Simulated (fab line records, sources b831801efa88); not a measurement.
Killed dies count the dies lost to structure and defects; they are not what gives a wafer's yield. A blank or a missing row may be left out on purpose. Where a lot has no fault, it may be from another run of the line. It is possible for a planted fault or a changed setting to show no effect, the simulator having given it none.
What tool caused it? -- flow gf180mcu -- 12 lots (36 wafers sampled), 1 step of a 602-step route

== WHAT EACH GAUGE READ, for each wafer ==
GF_V5_THK_MEAS_03.
lot,measured,on,V5_CVD_02_THK (nm)
L633,day 26 22:32,film metro-04,1441 1460 1471
L634,day 27 07:50,film metro-02,1444 1476 1443
L635,day 27 17:04,film metro-03,1479 1449 1468
L638,day 28 17:46,film metro-03,1426 1449 1474
L639,day 28 22:43,film metro-02,1420 1432 1455
L640,day 29 09:13,film metro-03,1446 1441 1433
L641,day 29 09:48,film metro-03,1421 1436 1467
L642,day 30 00:49,film metro-02,1424 1442 1453
L646,day 31 00:44,film metro-02,1422 1427 1448
L652,day 32 10:50,film metro-03,1448 1414 1467
L653,day 32 15:43,film metro-02,1427 1437 1456
L654,day 33 02:15,film metro-04,1421 1469 1490

== WHICH TOOL RAN EACH LOT (tool, then ch and the chambers of the sampled wafers, then the start) ==
Record: no process step prior to these readings.

== AS READ BY THE TOOLS THEMSELVES (means over the sampled wafers that have a number; for cases with no such wafer, the mark the record gives instead) ==
The record holds no such reading with a usual standard deviation.

== THE ANSWER, worked out from the rows above alone ==
Rule: what is usual is taken from the lots themselves. The widest of any qualifying gaps counts: lots, ordered by their means at a reading, are off when they make up no more than a third of the lots, leave a main group of 4 or more, and stand apart from it by 3 or more times the standard deviation of that group's means. A main group is skipped when, at the precision printed for the reading in the tables above, its means are all equal. Also off: a lot with no number at a reading for which 4 or more lots have one. The other lots that the step has rows for count as sound. The gauges are gone through in route order, then the tools' own readings, and for those a lot's mean is taken as printed above. The first step at which some lot is off is used, and at that step the reading that is off furthest; a lot without a number counts as furthest.
Across all readings shown, no lot is off: no conclusion can be drawn from this.

== WHAT THE SIMULATOR HAD PUT IN ==
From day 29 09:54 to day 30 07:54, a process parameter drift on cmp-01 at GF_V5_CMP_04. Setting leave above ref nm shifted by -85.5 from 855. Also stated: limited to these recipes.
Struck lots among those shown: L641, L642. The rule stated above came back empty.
